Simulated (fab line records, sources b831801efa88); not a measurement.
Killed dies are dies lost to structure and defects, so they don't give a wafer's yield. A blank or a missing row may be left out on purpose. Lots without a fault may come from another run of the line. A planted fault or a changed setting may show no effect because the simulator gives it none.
Chamber matching | flow gf180mcu | GF_CONTACT_CMP_04 on cmp-01: 4 sister chambers
The step polishes SiO2. 14 wafers are shown with their chamber, then 7 later ones without.

WAFERS WITH THEIR CHAMBER
wafer  | chamber | motor_current_A (A) | time_to_endpoint_s (s)
L831.2 | 3       | 12.5                | 116
L831.5 | 3       | 12.3                | 121
L831.6 | 2       | 10.5                | 116
L834.1 | 0       | 13.0                | 104
L834.3 | 2       | 11.2                | 108
L834.4 | 3       | 12.4                | 123
L842.2 | 1       | 9.9                 | 111
L842.3 | 0       | 13.9                | 101
L842.5 | 2       | 11.0                | 112
L843.1 | 3       | 12.9                | 113
L843.3 | 2       | 11.3                | 118
L843.6 | 2       | 10.4                | 120
L846.1 | 0       | 12.9                | 104
L846.5 | 0       | 12.9                | 110

SIGNATURES (means of the wafers above)
reading            | chamber 0 | chamber 1 | chamber 2 | chamber 3 | scatter within a chamber
motor_current_A    | 13.175    | 9.900     | 10.880    | 12.525    | 0.398
time_to_endpoint_s | 104.75    | 111.00    | 114.80    | 118.25    | 4.45
Rule: a wafer's distance from a chamber is the root of the sum, over the readings, of the square of ((its reading less the chamber's mean) divided by the reading's scatter). The wafer belongs to the nearest chamber; if the next one is less than 2 further off, it can't be placed. The scatter: the root of (the sum of the squares of (reading less its chamber's mean) over the shown wafers, divided by (wafers less chambers)).

WAFERS WITHOUT THEIR CHAMBER
wafer  | motor_current_A (A) | time_to_endpoint_s (s)
L846.6 | 10.0                | 113
L849.1 | 13.0                | 112
L849.3 | 12.9                | 120
L849.4 | 11.4                | 121
L853.1 | 10.6                | 117
L853.2 | 10.9                | 119
L853.5 | 12.8                | 132

WHICH CHAMBER EACH WENT THROUGH
wafer  | from the rows above     | in truth
L846.6 | can't be placed: 1 or 2 | 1
L849.1 | can't be placed: 0 or 3 | 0
L849.3 | 3                       | 3
L849.4 | can't be placed: 2 or 3 | 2
L853.1 | can't be placed: 2 or 1 | 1
L853.2 | 2                       | 2
L853.5 | 3                       | 3
Placed correctly: 3 of 7. Can't be placed from these rows: 4 (the true chamber is among the candidates in 4). Placed wrongly: 0.
